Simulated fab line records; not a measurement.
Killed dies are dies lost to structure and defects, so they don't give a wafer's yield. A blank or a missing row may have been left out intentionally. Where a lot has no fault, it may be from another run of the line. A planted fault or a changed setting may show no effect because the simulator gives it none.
2 desks looking at one fault -- flow sky130 -- each desk has only its own numbers; what lay behind them comes last

METROLOGY DESK
Lot by lot, what the gauges showed, no matter which tool ran the lot: averages of those sampled wafers that carry a number. A lot is out of limits, marked OUT, if its mean lies more than 4 standard deviations from the usual mean; the brackets give that distance.
Columns: A = CAP2M_OVL at SKY_CAP2M_OVL_MEAS_12, usual -0.3 nm; B = VIA4_BOW at SKY_VIA4_BOW_MEAS_03, usual 79 um
lot,first seen here,A,B
L247,day 40 12:04,-1.0,78
L251,day 41 19:43,-1.0,81
L253,day 42 19:53,-0.0,81
L255,day 43 00:56,-0.1,80
L256,day 43 18:29,0.1,69
L257,day 44 10:35,1.0,95
L258,day 44 12:50,-1.6,81
L259,day 44 14:57,-0.1,80
L261,day 44 21:19,-2.0,71
L263,day 45 01:39,-1.4,74
L264,day 45 16:18,-0.2,77
L267,day 46 01:38,-1.3,86
L268,day 46 06:41,1.3,71
Finding of this desk: none of the 13 lots has anything out of limits.

DESK OF THE TOOL OWNER: rieSi-02
The tool's own readings at SKY_POLY_GATE_ETCH_17 (etches poly-Si in HBr/Cl2, stops on SiO2, target depth 180 nm, time 70.5 s): means of the sampled wafers that have a number, for each lot that ran on this tool. A lot is out of limits, marked OUT, if its mean lies more than 4 standard deviations from the usual mean; the brackets give that distance.
Columns: A = drypumpMotorCurrentA at SKY_POLY_GATE_ETCH_17, usual 5.7 A; B = heBacksideLeakSccm at SKY_POLY_GATE_ETCH_17, usual 2.64 sccm; C = oesProductAu at SKY_POLY_GATE_ETCH_17, usual 0.980 a.u.; D = rfFwdPowerW at SKY_POLY_GATE_ETCH_17, usual 396.8 W; E = throttleValvePct at SKY_POLY_GATE_ETCH_17, usual 33.684 %
lot,first seen here,A,B,C,D,E
L251,day 17 18:32,5.5,2.99,0.977,396.3,33.686
L253,day 18 14:14,5.8,2.78,0.980,397.4,33.693
L255,day 19 09:41,5.7,2.96,0.976,397.9,33.679
L258,day 21 07:31,5.7,2.80,0.985,397.2,33.683
L261,day 21 21:05,5.8,2.84,0.968,395.7,33.681
L263,day 22 05:38,5.9,2.62,0.976,395.9,33.671
L264,day 23 00:53,5.7,2.92,0.982,395.9,33.683
L267,day 23 14:41,5.7,2.75,0.974,397.9,33.679
Finding of this desk: none of the 8 lots has anything out of limits.

TAKEN TOGETHER
Nothing out of limits was seen by the metrology desk.
Nothing out of limits was seen by the tool owner's desk.

WHAT THE SIMULATOR HAD INSERTED
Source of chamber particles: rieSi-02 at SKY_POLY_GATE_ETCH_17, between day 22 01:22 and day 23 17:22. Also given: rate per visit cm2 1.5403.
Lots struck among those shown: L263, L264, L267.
